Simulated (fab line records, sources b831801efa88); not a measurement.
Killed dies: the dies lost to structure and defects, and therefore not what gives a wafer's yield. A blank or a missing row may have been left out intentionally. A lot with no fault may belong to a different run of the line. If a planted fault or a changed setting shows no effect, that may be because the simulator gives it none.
Which tool is to blame? | flow sky130 | Sampling: 13 lots, 39 wafers, 3 of 708 route steps

WHAT THE GAUGES SHOWED, per wafer
SKY_CONTACT_THK_MEAS_03. Usual: CONTACT_HDPCVD_THK gives 568 nm (standard deviation 7.1).
lot  | measured     | on            | CONTACT_HDPCVD_THK (nm) | flag
L251 | day 30 14:20 | film metro-03 | 568 573 569             |
L252 | day 30 13:03 | film metro-01 | 566 571 568             |
L253 | day 30 22:37 | film metro-04 | 575 570 570             |
L254 | day 31 17:46 | film metro-01 | 569 579 583             |
L256 | day 32 03:59 | film metro-01 | 570 559 574             |
L255 | day 32 06:32 | film metro-01 | 570 577 575             |
L257 | day 32 07:27 | film metro-03 | 571 566 554             |
L258 | day 32 23:28 | film metro-04 | 563 564 572             |
L259 | day 33 07:38 | film metro-01 | 574 564 561             |
L260 | day 33 17:26 | film metro-01 | 572 570 562             |
L263 | day 34 02:26 | film metro-01 | 575 575 579             |
L268 | day 36 11:40 | film metro-01 | 557 548 566             |
L274 | day 37 13:53 | film metro-01 | 575 558 563             |

WHAT TOOL EACH LOT RAN ON (gives the tool, then ch and the chambers of the sampled wafers, and finally the start)
lot  | SKY_SONOS_TUNNEL_STRIP_11       | SKY_LI_CONTACT_CVD_21
L251 | wet bench-01 ch 0, day 11 03:45 | cvd w-02 ch 1, day 29 09:37
L252 | wet bench-01 ch 0, day 11 12:55 | cvd w-01 ch 0,1, day 29 08:36
L253 | wet bench-04 ch 0, day 11 17:10 | cvd w-02 ch 0,1, day 29 16:25
L254 | wet bench-01 ch 2, day 12 14:07 | cvd w-02 ch 0,1, day 30 11:34
L256 | wet bench-03 ch 3, day 13 02:16 | cvd w-01 ch 0,1, day 30 22:53
L255 | wet bench-03 ch 1, day 13 02:56 | cvd w-01 ch 0,1, day 31 00:49
L257 | wet bench-01 ch 3, day 13 06:16 | cvd w-01 ch 0,1, day 31 01:54
L258 | wet bench-04 ch 1, day 13 13:44 | cvd w-02 ch 0,1, day 31 18:55
L259 | wet bench-04 ch 0, day 14 01:52 | cvd w-01 ch 0,1, day 32 03:13
L260 | wet bench-03 ch 3, day 14 08:28 | cvd w-02 ch 0,1, day 32 12:27
L263 | wet bench-01 ch 2, day 15 01:16 | cvd w-01 ch 0,1, day 32 22:23
L268 | wet bench-04 ch 2, day 17 10:56 | cvd w-01 ch 0,1, day 35 07:29
L274 | wet bench-01 ch 3, day 18 23:25 | cvd w-01 ch 0,1, day 36 10:22
- SKY_SONOS_TUNNEL_STRIP_11: strips in SPM, time 600 s.
- SKY_LI_CONTACT_CVD_21: deposits W, target thk 400 nm, time 120.56 s.

AS READ BY THE TOOLS THEMSELVES (means over the sampled wafers that have a number; for cases with no such wafer, the mark the record gives instead)
SKY_LI_CONTACT_CVD_21. Usual: heater power w 875 W, standard deviation 86.
lot  | tool     | heater power w (W) | flag
L251 | cvd w-02 | 815                |
L252 | cvd w-01 | 834                |
L253 | cvd w-02 | 950                |
L254 | cvd w-02 | 882                |
L256 | cvd w-01 | 828                |
L255 | cvd w-01 | 838                |
L257 | cvd w-01 | 824                |
L258 | cvd w-02 | 897                |
L259 | cvd w-01 | 819                |
L260 | cvd w-02 | 947                |
L263 | cvd w-01 | 818                |
L268 | cvd w-01 | 839                |
L274 | cvd w-01 | 824                |

THE ANSWER, worked out from the rows above alone
Rule: take the mean of a lot's wafers that have a number; if it is more than 3 standard deviations from the usual mean, the lot is off. A lot without any number at a reading at which 4 lots or more have one is off too. Where the step has rows for the other lots, those lots are counted as sound. After the gauges, taken in route order, come the tools' own readings; for these a lot's mean is taken, as printed above. At the first step where some lot is off, the reading lying furthest off is the one used; lots without a number count as furthest.
Across all readings shown, no lot is off: no conclusion can be drawn from this.

WHAT THE SIMULATOR HAD INSERTED
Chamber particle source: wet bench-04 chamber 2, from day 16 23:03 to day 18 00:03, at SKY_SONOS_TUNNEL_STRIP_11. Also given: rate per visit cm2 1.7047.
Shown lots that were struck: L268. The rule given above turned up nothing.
